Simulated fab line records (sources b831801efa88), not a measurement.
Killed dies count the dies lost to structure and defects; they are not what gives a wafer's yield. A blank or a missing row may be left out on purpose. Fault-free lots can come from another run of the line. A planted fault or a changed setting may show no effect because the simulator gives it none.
Which tool is to blame? :: flow gf180mcu :: 14 lots with 42 wafers sampled at 2 steps, on a route of 602 steps

## WHAT THE GAUGES SHOWED, per wafer
GF_LVPWELL_TW_MEAS_11. Usual: LVPWELL_TW 562, standard deviation 4.6.
lot: L880
measured: day 4 04:46
on: film_metro-03
LVPWELL_TW: 565 562 561
flag: 

lot: L881
measured: day 4 06:53
on: film_metro-04
LVPWELL_TW: 564 562 566
flag: 

lot: L882
measured: day 4 13:02
on: film_metro-01
LVPWELL_TW: 556 556 556
flag: 

lot: L883
measured: day 4 20:56
on: film_metro-04
LVPWELL_TW: 567 565 568
flag: 

lot: L884
measured: day 5 00:12
on: film_metro-04
LVPWELL_TW: 567 570 569
flag: 

lot: L886
measured: day 5 13:09
on: film_metro-03
LVPWELL_TW: 559 559 560
flag: 

lot: L887
measured: day 5 15:34
on: film_metro-01
LVPWELL_TW: 558 557 557
flag: 

lot: L888
measured: day 5 22:45
on: film_metro-04
LVPWELL_TW: 567 567 569
flag: 

lot: L889
measured: day 6 05:29
on: film_metro-01
LVPWELL_TW: 557 558 559
flag: 

lot: L891
measured: day 6 15:42
on: film_metro-03
LVPWELL_TW: 560 555 559
flag: 

lot: L893
measured: day 7 05:37
on: film_metro-03
LVPWELL_TW: 559 555 555
flag: 

lot: L894
measured: day 7 09:01
on: film_metro-04
LVPWELL_TW: 566 565 569
flag: 

lot: L895
measured: day 7 17:30
on: film_metro-04
LVPWELL_TW: 569 567 571
flag: 

lot: L900
measured: day 8 19:50
on: film_metro-04
LVPWELL_TW: 567 567 564
flag: 

GF_MVPSD_OVL_MEAS_07. Usual: MVPSD_OVL -1.2 nm, standard deviation 1.5.
lot: L880
measured: day 5 08:18
on: overlay-02
MVPSD_OVL (nm): 0.7 -0.2 -1.5
flag: 

lot: L881
measured: day 5 10:31
on: overlay-02
MVPSD_OVL (nm): -2.1 -1.9 -2.5
flag: 

lot: L882
measured: day 5 16:40
on: overlay-01
MVPSD_OVL (nm): -3.1 -2.6 -2.6
flag: 

lot: L883
measured: day 6 01:43
on: overlay-01
MVPSD_OVL (nm): -2.7 -2.0 -1.8
flag: 

lot: L884
measured: day 6 04:34
on: overlay-01
MVPSD_OVL (nm): -2.5 -2.8 -3.0
flag: 

lot: L886
measured: day 6 18:42
on: overlay-01
MVPSD_OVL (nm): 0.0 -0.6 -1.4
flag: 

lot: L887
measured: day 6 21:28
on: overlay-02
MVPSD_OVL (nm): -2.0 -0.9 -0.7
flag: 

lot: L888
measured: day 7 04:50
on: overlay-02
MVPSD_OVL (nm): -0.1 0.0 -1.2
flag: 

lot: L889
measured: day 7 12:01
on: overlay-02
MVPSD_OVL (nm): -2.0 -1.1 -1.4
flag: 

lot: L891
measured: day 7 22:29
on: overlay-01
MVPSD_OVL (nm): -3.4 -3.9 -2.1
flag: 

lot: L893
measured: day 8 13:09
on: overlay-02
MVPSD_OVL (nm): -0.2 0.0 -0.5
flag: 

lot: L894
measured: day 8 17:01
on: overlay-01
MVPSD_OVL (nm): -3.1 -2.1 -2.4
flag: 

lot: L895
measured: day 9 01:44
on: overlay-01
MVPSD_OVL (nm): -3.4 -1.1 -2.6
flag: 

lot: L900
measured: day 10 07:00
on: overlay-02
MVPSD_OVL (nm): 1.0 0.7 -0.3
flag: 

## EACH LOT AND THE TOOL THAT RAN IT (in order: tool; ch and the chambers of the sampled wafers; start)
The record shows no process step preceding these readings.

## WHAT THE TOOLS THEMSELVES READ (means of the sampled wafers that have a number; where no wafer has one, the mark that the record gives instead)
The record holds no such reading with a usual standard deviation.

## THE ANSWER, worked out from the rows above alone
Rule: a lot counts as off when the mean over its wafers that have a number is more than 3 standard deviations away from the usual mean. A lot without any number at a reading at which 4 lots or more have one is off too. All remaining lots with rows at the step are treated as sound. After the gauges, taken in route order, come the tools' own readings; for these a lot's mean is taken, as printed above. The first step at which some lot is off is used, and at that step the reading that is off furthest; a lot without a number counts as furthest.
No lot is off on any of the readings shown, so nothing can be concluded from this.

## WHAT WAS PUT IN BY THE SIMULATOR
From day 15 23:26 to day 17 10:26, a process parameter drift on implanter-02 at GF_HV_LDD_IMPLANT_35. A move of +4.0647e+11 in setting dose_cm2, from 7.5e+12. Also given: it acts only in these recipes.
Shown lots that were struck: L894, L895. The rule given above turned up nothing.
